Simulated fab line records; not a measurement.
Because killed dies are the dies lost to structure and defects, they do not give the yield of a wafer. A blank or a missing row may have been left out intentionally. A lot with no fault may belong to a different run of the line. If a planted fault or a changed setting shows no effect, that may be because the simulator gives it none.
One fault seen from 2 desks | flow gf180mcu | numbers are kept per desk, each desk with only its own; the story behind them comes last

== FROM THE METROLOGY DESK ==
Lot by lot, what the gauges showed, no matter which tool ran the lot: averages of those sampled wafers that carry a number. A lot is out of limits, marked OUT, if its mean lies more than 4 standard deviations from the usual mean; the brackets give that distance.
Columns: A = POLY_GATE_OXIDATION_THK at GF_POLY_GATE_THK_MEAS_17, usual 3.98 nm; B = HV_LDD_CVD_56_THK at GF_HV_LDD_THK_MEAS_57, usual 89.9 nm
lot  | first seen here | A    | B
L637 | day 9 03:59     | 3.92 | 89.6
L639 | day 9 19:29     | 4.03 | 90.0
L640 | day 9 22:23     | 3.90 | 90.0
L644 | day 11 04:44    | 4.01 | 91.0
L645 | day 11 12:12    | 3.97 | 89.1
L647 | day 12 01:51    | 3.92 | 89.0
L649 | day 12 18:59    | 4.05 | 89.6
L650 | day 12 21:38    | 3.99 | 88.9
L651 | day 13 10:54    | 3.83 | 89.5
L655 | day 14 17:44    | 4.10 | 90.5
L656 | day 14 22:44    | 3.91 | 89.5
L658 | day 15 09:31    | 3.97 | 90.2
L659 | day 15 18:55    | 4.01 | 88.4
L660 | day 16 00:44    | 3.92 | 91.1
This desk's verdict: no lot among the 14 shows anything out of limits.

== AT THE TOOL OWNER'S DESK: litho track-04 ==
At GF_VT_IMPLANT_SOFTBAKE_25 (time 60 s), the tool's own readings, given per lot that ran on this tool as the mean of the sampled wafers with a number. A lot is out of limits, marked OUT, if its mean lies more than 4 standard deviations from the usual mean; the brackets give that distance.
Columns: A = exhaust pa at GF_VT_IMPLANT_SOFTBAKE_25, usual 45.1 Pa; B = heater power total W at GF_VT_IMPLANT_SOFTBAKE_25, usual 56.59 W; C = plate temp C at GF_VT_IMPLANT_SOFTBAKE_25, usual 89.98 C; D = run length s at GF_VT_IMPLANT_SOFTBAKE_25, usual 89.12 s
lot  | first seen here | A    | B                       | C     | D
L639 | day 7 00:30     | 46.1 | 56.58                   | 89.97 | 89.06
L644 | day 8 07:59     | 45.1 | 61.22 (+99 or more) OUT | -     | 76.22 (-99 or more) OUT
L645 | day 8 14:20     | 46.1 | 61.32 (+99 or more) OUT | -     | 76.35 (-99 or more) OUT
L647 | day 9 04:00     | 45.9 | 61.27 (+99 or more) OUT | -     | 76.34 (-99 or more) OUT
L659 | day 12 10:50    | 45.4 | 56.59                   | 89.99 | 89.15
This desk's finding: out of limits on L644, L645, L647; first on L644, day 8 07:59 (heater power total W at GF_VT_IMPLANT_SOFTBAKE_25). Within limits: L639, L659.

== PUT TOGETHER ==
The tool owner's desk could have raised an alarm at day 8 07:59, on L644, L645, L647.
Nothing out of limits was seen by the metrology desk.
The metrology desk has L644, L645, L647 on record, within its limits.
Every lot named ran GF_VT_IMPLANT_SOFTBAKE_25 on litho track-04.

== WHAT THE SIMULATOR HAD INSERTED ==
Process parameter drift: litho track-04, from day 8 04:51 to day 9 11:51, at GF_VT_IMPLANT_SOFTBAKE_25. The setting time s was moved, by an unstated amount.
Shown lots that were struck: L644, L645, L647.
How many hours passed from the start of the fault until each desk's first out-of-limits reading: the tool owner's desk, 3.
